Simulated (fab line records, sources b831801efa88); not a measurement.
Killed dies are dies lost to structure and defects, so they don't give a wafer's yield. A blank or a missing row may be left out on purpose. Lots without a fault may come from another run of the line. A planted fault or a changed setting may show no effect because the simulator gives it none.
Which tool did it? | flow gf180mcu | 10 lots, 29 wafers sampled, at 4 steps of a route of 602

WHAT THE GAUGES READ, wafer by wafer
GF_MIM_RS_MEAS_10: measures by four-point-probe.
lot  | measured     | on            | MIM_ALCU_RS (ohm/sq)
L473 | day 25 03:56 | film_metro-03 | 0.1643 0.1616 0.1614
L475 | day 25 21:40 | film_metro-02 | 0.1625 0.1650 0.1631
L482 | day 28 10:11 | film_metro-02 | 0.1400 0.1402 0.1400 0.1403
L485 | day 29 03:11 | film_metro-02 | 0.1431 0.1426 0.1414 0.1434 0.1427 0.1413
L487 | day 29 16:40 | film_metro-02 | 0.1624 0.1635 0.1636
L488 | day 29 23:28 | film_metro-03 | 0.1571 0.1584 0.1593
L490 | day 30 11:16 | film_metro-03 | 0.1576 0.1570 0.1587
L492 | day 30 23:09 | film_metro-03 | 0.1600 0.1609 0.1619
L493 | day 31 05:35 | film_metro-02 | 0.1625 0.1630 0.1611
L494 | day 31 15:22 | film_metro-02 | 0.1638 0.1628 0.1621

WHICH TOOL RAN EACH LOT (tool, then ch and the chambers of the sampled wafers, then the start)
lot  | GF_M4_METAL_ETCH_16               | GF_M4_STRIP_17                       | GF_MIM_SPUTTER_08
L473 | rie_metal-04 ch 0,1, day 24 02:29 | plasma_asher-04 ch 0,1, day 24 02:38 | pvd_sputter-03, day 25 03:52
L475 | rie_metal-04 ch 0,1, day 24 21:38 | plasma_asher-03 ch 0,1, day 24 21:44 | pvd_sputter-03, day 25 21:33
L482 | rie_metal-04 ch 1, day 27 10:59   | plasma_asher-03 ch 0,1, day 27 11:08 | pvd_sputter-03, day 28 10:04
L485 | rie_metal-03 ch 0,1, day 28 04:47 | plasma_asher-04 ch 0,1, day 28 04:54 | pvd_sputter-03, day 29 03:08
L487 | rie_metal-04 ch 0,1, day 28 18:55 | plasma_asher-03 ch 0,1, day 28 19:02 | pvd_sputter-01, day 29 16:36
L488 | rie_metal-03 ch 0, day 29 01:16   | plasma_asher-02 ch 0,1, day 29 01:29 | pvd_sputter-04, day 29 23:25
L490 | rie_metal-02 ch 0,1, day 29 13:39 | plasma_asher-02 ch 0, day 29 13:46   | pvd_sputter-04, day 30 11:12
L492 | rie_metal-03 ch 0,1, day 30 01:59 | plasma_asher-03 ch 0,1, day 30 02:05 | pvd_sputter-04, day 30 23:05
L493 | rie_metal-04 ch 0,1, day 30 08:22 | plasma_asher-04 ch 0,1, day 30 08:28 | pvd_sputter-03, day 31 05:30
L494 | rie_metal-04 ch 1, day 30 18:22   | plasma_asher-04 ch 0,1, day 30 18:28 | pvd_sputter-01, day 31 15:18
- GF_M4_METAL_ETCH_16: etches the open film in Cl2/BCl3, stops on SiO2, target depth 627.5 nm, time 104.6 s.
- GF_M4_STRIP_17: strips in O2/N2.
- GF_MIM_SPUTTER_08: material AlCu, target thk 200 nm, time 10.6 s.

THE ANSWER, worked out from the rows above alone
Rule: what is usual is taken from the lots themselves. Put in order of their means at a reading, lots are off if they are a third of the lots or fewer, leave a main group of 4 or more, and stand apart from it by a gap of 3 or more times the standard deviation of the main group's means; of several such gaps the widest counts. A main group whose means are all the same, to the digits that the tables above print for the reading, isn't used. A lot without any number at a reading at which 4 lots or more have one is off too. The other lots that the step has rows for count as sound.
Off: L482, L485, at GF_MIM_RS_MEAS_10 (MIM_ALCU_RS). The main group: mean 0.1614 ohm/sq, standard deviation 0.0021.
A tool fits if, at a process step before that reading, it ran every lot that is off, and no sound lot after the first of them. The gauges at GF_MIM_RS_MEAS_10 are tried like those tools. None of those tried fits.

WHAT THE SIMULATOR HAD PUT IN
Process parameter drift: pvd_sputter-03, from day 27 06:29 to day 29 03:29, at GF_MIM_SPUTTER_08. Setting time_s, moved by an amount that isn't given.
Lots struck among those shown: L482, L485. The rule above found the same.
